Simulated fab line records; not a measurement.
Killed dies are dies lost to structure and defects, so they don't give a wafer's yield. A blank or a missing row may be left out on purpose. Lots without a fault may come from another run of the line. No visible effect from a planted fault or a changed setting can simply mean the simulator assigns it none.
fab line records	flow sky130
record: lots: 13	wafers: 38	lastDay: 50
route steps=708 shown METAL2@483 VIA2@527 VIA3@573 CAP2M@615
lots untouched by any fault: they come from a run of this same line in which no faults occurred
startH: the number of hours between the record's first day and the start of the first shown wafer of the lot	waitH: hours since the lot's step before	" unchanged from the row above	L1.1+2: several wafers, shown together as one row	- value missing, or start not given	* or withheld: withheld	< > ~ a bound
route shown NAME@n: a module of which the file shows steps, and the number in the route of the first	usual: mean/standard deviation of fault-free wafers	same: alike in all rows	chamber/n: place in a boat	sites: readings site by site	_std_site: standard deviation across them	_edge_site: mean of outer sites minus mean of inner sites	radiusMm: for every site, how far away it sits from the centre of the wafer	mask NAME#n: copy n	behind: tool/chamber where the wafer was last shaped	hold: reason for holding the lot/hours on hold/outcome of the hold	device: whichever transistor did not switch (one of n, p or np)	end of line: tests run on the same wafers once the route is complete	a step given without rows: its recipe and nothing more	killed: at the first sort, the dies lost to defects and structure; wafer yield is something else	map: a wafer's dies, x killed, . not, _ none there
set.NAME: the setting the step ran with; set.NAME@STEP: the setting that earlier step ran with	model.NAME: the simulator's own value behind a step, which no gauge read
the route's steps for a sample of lots (tables are steps, rows are wafers)
services: when a tool's chamber went out of use (startH, in hours from the record's first day, below 0 if earlier), for how many hours, and the reason
== steps ==
step: SKY_METAL2_SPUTTER_00
recipe: material: Ti	targetThkNm: 15	powerW: 3000	timeS: 10	chamberPressurePa: 0.4
usual: throttleValvePct: 30.0/1
same: timeS: 10
lot.wafer	tool	chamber	startH	waitH	throttleValvePct
L141.2	pvdSputter-04	-	796.10	0.1	31.1
L141.3	"	-	"	"	32.1
L141.5	"	-	"	"	30.9
L143.3	pvdSputter-01	-	807.16	0.1	28.8
L143.4	"	-	"	"	31.2
L143.6	"	-	"	"	29.9
L144.1	pvdSputter-03	-	810.24	0.1	30.0
L144.3	"	-	"	"	31.2
L144.6	"	-	"	"	29.9
L145.1	pvdSputter-03	-	834.05	0.2	29.9
L145.2	"	-	"	"	28.9
L145.5	"	-	"	"	29.2
L146.2	pvdSputter-01	-	838.83	0.2	28.5
L146.3	"	-	"	"	29.5
L146.6	"	-	"	"	31.3
L147.1	pvdSputter-01	-	842.78	0.2	31.0
L147.3	"	-	"	"	29.6
L147.4	"	-	"	"	29.0
L149.3	pvdSputter-01	-	864.10	0.1	29.2
L149.4	"	-	"	"	29.5
L149.5	"	-	"	"	29.0
L150.1	pvdSputter-01	-	864.98	0.2	31.3
L150.4	"	-	"	"	29.4
L150.6	"	-	"	"	29.5
L151.3	pvdSputter-01	-	872.18	0.2	29.7
L151.4	"	-	"	"	29.5
L151.6	"	-	"	"	30.9
L152.1	pvdSputter-01	-	877.51	0.2	29.4
L152.3	"	-	"	"	31.1
L152.5	"	-	"	"	29.5
L157.2	pvdSputter-01	-	915.22	0.1	29.8
L157.5	"	-	"	"	29.3
L160.1	pvdSputter-04	-	935.58	0.2	32.0
L160.5	"	-	"	"	31.8
L160.6	"	-	"	"	30.8
L163.2	pvdSputter-04	-	952.81	0.1	31.7
L163.4	"	-	"	"	31.3
L163.6	"	-	"	"	31.3
step: SKY_VIA2_SPUTTER_20
recipe: material: TiN	targetThkNm: 20	chamberPressurePa: 5	powerW: 4000	timeS: 80
usual: throttleValvePct: 30.1/1.1
same: timeS: 80
lot.wafer	tool	chamber	startH	waitH	throttleValvePct
L141.2	pvdSputter-02	-	850.58	0.0	29.6
L141.3	"	-	"	"	28.8
L141.5	"	-	"	"	31.4
L143.3	pvdSputter-02	-	861.93	0.0	28.7
L143.4	"	-	"	"	29.4
L143.6	"	-	"	"	29.1
L144.1	pvdSputter-02	-	864.72	0.0	31.1
L144.3	"	-	"	"	31.6
L144.6	"	-	"	"	29.2
L145.1	pvdSputter-02	-	887.93	0.0	29.0
L145.2	"	-	"	"	30.9
L145.5	"	-	"	"	29.5
L146.2	pvdSputter-02	-	894.05	0.0	29.1
L146.3	"	-	"	"	31.4
L146.6	"	-	"	"	29.3
L147.1	pvdSputter-02	-	897.41	0.0	29.3
L147.3	"	-	"	"	29.0
L147.4	"	-	"	"	30.9
L149.3	pvdSputter-02	-	917.42	0.0	29.4
L149.4	"	-	"	"	31.5
L149.5	"	-	"	"	28.5
L150.1	pvdSputter-01	-	919.28	0.0	29.0
L150.4	"	-	"	"	29.6
L150.6	"	-	"	"	28.9
L151.3	pvdSputter-01	-	926.93	0.0	29.6
L151.4	"	-	"	"	31.1
L151.6	"	-	"	"	28.5
L152.1	pvdSputter-01	-	932.29	0.0	28.6
L152.3	"	-	"	"	29.5
L152.5	"	-	"	"	28.8
L157.2	pvdSputter-04	-	968.22	0.0	28.8
L157.5	"	-	"	"	30.8
L160.1	pvdSputter-02	-	988.03	0.0	28.6
L160.5	"	-	"	"	31.2
L160.6	"	-	"	"	29.1
L163.2	pvdSputter-01	-	1004.77	0.0	28.9
L163.4	"	-	"	"	29.8
L163.6	"	-	"	"	29.7
step: SKY_VIA3_HDPCVD_00
recipe: material: SiO2	targetThkNm: 1635	sigmaOpenFrac: 0.3	timeS: 272.5	tempC: 400	sih4FlowSccm: 60	pressureMtorr: 6
lot.wafer	tool	chamber	startH	waitH
L141.2+3+5	hdpcvd-02	1,0,0	904.90	0.0
L143.3+4+6	hdpcvd-02	2,0,1	916.11	0.0
L144.1+3+6	hdpcvd-02	2,0,0	918.81	0.0
L145.1+2+5	hdpcvd-01	2,1,0	940.41	0.0
L146.2+3+6	hdpcvd-01	0,1,1	946.71	0.0
L147.1+3+4	hdpcvd-01	1,0,0	951.62	0.1
L149.3+4+5	hdpcvd-01	1,1,2	968.81	0.0
L150.1+4+6	hdpcvd-01	0	972.30	0.0
L151.3+4+6	hdpcvd-02	1,0,2	979.65	0.0
L152.1+3+5	hdpcvd-02	0,2,1	985.11	0.0
L157.2+5	hdpcvd-02	1	1018.52	0.0
L160.1+5+6	hdpcvd-02	0,1,2	1037.27	0.0
L163.2+4+6	hdpcvd-01	1,2,1	1052.02	0.0
step: SKY_VIA3_THK_MEAS_01
recipe: reads: SiO2_of_VIA3_HDPCVD_00
usual: VIA3_HDPCVD_THK: 1634/24
lot.wafer	tool	chamber	startH	waitH	VIA3_HDPCVD_THK[nm]
L141.2	filmMetro-04	-	905.08	0.1	1659
L141.3	"	-	"	"	1579
L141.5	"	-	"	"	1589
L143.3	filmMetro-03	-	916.29	0.1	1591
L143.4	"	-	"	"	1588
L143.6	"	-	"	"	1639
L144.1	filmMetro-03	-	918.97	0.1	1606
L144.3	"	-	"	"	1594
L144.6	"	-	"	"	1581
L145.1	filmMetro-04	-	940.57	0.1	1631
L145.2	"	-	"	"	1648
L145.5	"	-	"	"	1648
L146.2	filmMetro-02	-	946.88	0.1	1621
L146.3	"	-	"	"	1621
L146.6	"	-	"	"	1644
L147.1	filmMetro-02	-	951.79	0.1	1631
L147.3	"	-	"	"	1625
L147.4	"	-	"	"	1626
L149.3	filmMetro-03	-	968.99	0.1	1669
L149.4	"	-	"	"	1651
L149.5	"	-	"	"	1656
L150.1	filmMetro-02	-	972.55	0.2	1648
L150.4	"	-	"	"	1636
L150.6	"	-	"	"	1650
L151.3	filmMetro-04	-	979.84	0.1	1637
L151.4	"	-	"	"	1591
L151.6	"	-	"	"	1652
L152.1	filmMetro-03	-	985.28	0.1	1645
L152.3	"	-	"	"	1673
L152.5	"	-	"	"	1657
L157.2	filmMetro-03	-	1018.69	0.1	2279
L157.5	"	-	"	"	2267
L160.1	filmMetro-03	-	1037.44	0.1	1595
L160.5	"	-	"	"	2266
L160.6	"	-	"	"	1676
L163.2	filmMetro-03	-	1052.28	0.2	1655
L163.4	"	-	"	"	1630
L163.6	"	-	"	"	1645
step: SKY_CAP2M_OVL_MEAS_12
usual: CAP2M_OVL: -0.2/1.5
lot.wafer	tool	chamber	startH	waitH	CAP2M_OVL[nm]
L141.2	overlay-01	-	957.52	0.1	0.5
L141.3	"	-	"	"	1.2
L141.5	"	-	"	"	2.7
L143.3	overlay-01	-	967.73	0.1	0.1
L143.4	"	-	"	"	0.6
L143.6	"	-	"	"	-0.8
L144.1	overlay-02	-	971.12	0.1	1.4
L144.3	"	-	"	"	2.4
L144.6	"	-	"	"	1.9
L145.1	overlay-01	-	991.68	0.1	-2.0
L145.2	"	-	"	"	-1.1
L145.5	"	-	"	"	0.2
L146.2	overlay-02	-	997.09	0.1	0.0
L146.3	"	-	"	"	0.3
L146.6	"	-	"	"	1.3
L147.1	overlay-02	-	1002.61	0.1	2.9
L147.3	"	-	"	"	1.5
L147.4	"	-	"	"	2.9
L149.3	overlay-01	-	1018.38	0.1	-1.5
L149.4	"	-	"	"	-2.3
L149.5	"	-	"	"	1.1
L150.1	overlay-01	-	1021.57	0.1	-0.5
L150.4	"	-	"	"	0.3
L150.6	"	-	"	"	-0.3
L151.3	overlay-01	-	1028.78	0.1	-0.8
L151.4	"	-	"	"	-1.6
L151.6	"	-	"	"	-0.7
L152.1	overlay-01	-	1033.76	0.1	0.1
L152.3	"	-	"	"	0.2
L152.5	"	-	"	"	-0.6
L157.2	overlay-01	-	1066.14	0.1	-0.5
L157.5	"	-	"	"	-0.3
L160.1	overlay-01	-	1082.92	0.1	0.1
L160.5	"	-	"	"	0.0
L160.6	"	-	"	"	-1.2
L163.2	overlay-01	-	1095.79	0.1	1.3
L163.4	"	-	"	"	1.0
L163.6	"	-	"	"	0.4
== services ==
tool	chamber	startH	hours	kind
pvdSputter-04	-	785.26	3.4	repair
pvdSputter-04	-	815.04	4.4	repair
pvdSputter-02	-	906.03	3.3	repair
pvdSputter-04	-	907.88	1.4	repair
hdpcvd-02	-	909.63	2.8	pm
pvdSputter-04	-	914.06	1.5	repair
hdpcvd-02	-	950.25	15.0	pm
hdpcvd-02	0	950.25	15.0	ventCycle
hdpcvd-02	1	950.25	15.0	ventCycle
hdpcvd-02	2	950.25	15.0	ventCycle
hdpcvd-02	0	965.25	-	clean
hdpcvd-02	1	965.25	-	clean
hdpcvd-02	2	965.25	-	clean
hdpcvd-02	-	970.28	0.4	repair
hdpcvd-01	1	970.94	14.3	repair
hdpcvd-02	-	973.46	5.5	repair
hdpcvd-02	2	1040.88	17.6	repair
== key ==
firstSign: step: SKY_VIA3_THK_MEAS_01	reading: VIA3_HDPCVD_THK	direction: up	sigmas: 27	usual: 1634	struck: 2271
effect none on later readings
metAt SKY_VIA3_HDPCVD_00
struckLots L157,L160
struckWafers L157.2,L157.5,L160.5
notActingAt SKY_METAL2_SPUTTER_00,SKY_VIA2_SPUTTER_20,SKY_CAP2M_OVL_MEAS_12
onsetBetween 985.11 1018.52
fault: kind: processParameterDrift	tool: hdpcvd-02	chamber: -	onsetH: 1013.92	steps: SKY_VIA3_HDPCVD_00	channel: targetThkNm	offset: 621.91	shape: step	endH: 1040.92	scope: struckWafersOnly	actsIn: theseRecipesOnly	stated: 1635
